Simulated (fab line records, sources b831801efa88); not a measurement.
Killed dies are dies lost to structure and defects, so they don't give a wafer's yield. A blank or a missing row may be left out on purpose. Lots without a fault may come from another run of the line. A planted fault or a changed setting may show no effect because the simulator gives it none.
Split-lot experiment | flow gf180mcu | 5 lots, 23 wafers read, on a route of 602 steps

THE SPLIT
At GF_NSD_IMPLANT_10, the setting energy_kev was moved away from the recipe's 40 on 8 of the 23 wafers read, by -7.1% to +2.3%. The other wafers ran this setting at the recipe's value.

The reading is taken at the split's own step.

THE READING
implant.drp_nm (the simulator's own value, which no gauge read), in nm, at GF_NSD_IMPLANT_10. The file gives no usual value for it.

wafer  | tool, chamber at the split | energy_kev as run | against the recipe | implant.drp_nm, nm | against lot-mates on the recipe
L076.2 | implanter-04, 0            | 37.18             | -7.1%              | 19.88              | -1.28
L076.3 | implanter-04, 0            | 37.18             | -7.1%              | 19.88              | -1.28
L076.4 | implanter-04, 0            | 37.18             | -7.1%              | 19.88              | -1.28
L076.5 | implanter-04, 0            | 40                | recipe             | 21.16              | -
L076.6 | implanter-04, 0            | 40                | recipe             | 21.16              | -
L077.1 | implanter-01, 0            | 40                | recipe             | 21.16              | -
L077.2 | implanter-01, 0            | 40                | recipe             | 21.16              | -
L077.6 | implanter-01, 0            | 40                | recipe             | 21.16              | -
L080.1 | implanter-02, 0            | 40                | recipe             | 21.16              | -
L080.5 | implanter-02, 0            | 40                | recipe             | 21.16              | -
L080.6 | implanter-02, 0            | 40                | recipe             | 21.16              | -
L080.2 | implanter-02, 0            | 38.56             | -3.6%              | 20.51              | -0.65
L080.3 | implanter-02, 0            | 38.56             | -3.6%              | 20.51              | -0.65
L082.1 | implanter-04, 0            | 40                | recipe             | 21.16              | -
L082.2 | implanter-04, 0            | 40                | recipe             | 21.16              | -
L082.3 | implanter-04, 0            | 40                | recipe             | 21.16              | -
L082.5 | implanter-04, 0            | 40                | recipe             | 21.16              | -
L082.6 | implanter-04, 0            | 40                | recipe             | 21.16              | -
L084.1 | implanter-01, 0            | 40.92             | +2.3%              | 21.57              | +0.41
L084.3 | implanter-01, 0            | 40.92             | +2.3%              | 21.57              | +0.41
L084.6 | implanter-01, 0            | 40.92             | +2.3%              | 21.57              | +0.41
L084.2 | implanter-01, 0            | 40                | recipe             | 21.16              | -
L084.5 | implanter-01, 0            | 40                | recipe             | 21.16              | -

THE FIT
A straight line over all 23 wafers: implant.drp_nm changes by +0.181 nm for each +1% of energy_kev; r = +1.00; the points scatter about the line by 0.0026 nm.
The same after taking each lot's own level away (the mean of its wafers on the recipe; 23 wafers): +0.181 nm for each +1%; r = +1.00; scatter 0.0026 nm.
On that fit, the largest move of energy_kev shifts the reading by 1.3 nm.
The lots' own levels span 21.160 to 21.160 nm.
So the lot-to-lot level changes the slope little: the two slopes agree.
Check: with one of the wafers moved furthest among these (-7.1%) left out of the fit, the line predicts -1.28 nm for it against its lot-mates. It came out at -1.28 nm against them.

OTHER SPLITS ON THESE WAFERS
These wafers also went through other splits before the reading. Each is held against what the fit with the lots' levels taken away leaves over:
other split on the same wafers  | wafers away from the commonest value | r with implant.drp_nm (lot level and that fit taken away)
GF_HV_LDD_SOFTBAKE_03 temp_c    | 11                                   | +0.60
GF_HV_LDD_IMPLANT_34 dose_cm2   | 9                                    | -0.24
GF_HV_LDD_IMPLANT_48 energy_kev | 8                                    | -0.16
GF_NSD_COAT_02 resist_thk_nm    | 6                                    | -0.14

THE WHOLE CHAIN: every reading that the file lists as answering this split, in the file's order
step              | what it does | reading                                                         | change (the file's fit)               | r (the file's)
GF_NSD_IMPLANT_10 |              | implant.rp_nm (the simulator's own value, which no gauge read)  | +0.477 nm for each +1% of the setting | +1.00
GF_NSD_IMPLANT_10 |              | implant.drp_nm (the simulator's own value, which no gauge read) | +0.181 nm for each +1% of the setting | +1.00

THE FILE'S OWN FIT
implant.drp_nm changes by +0.181 nm for each +1% of energy_kev, r = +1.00.
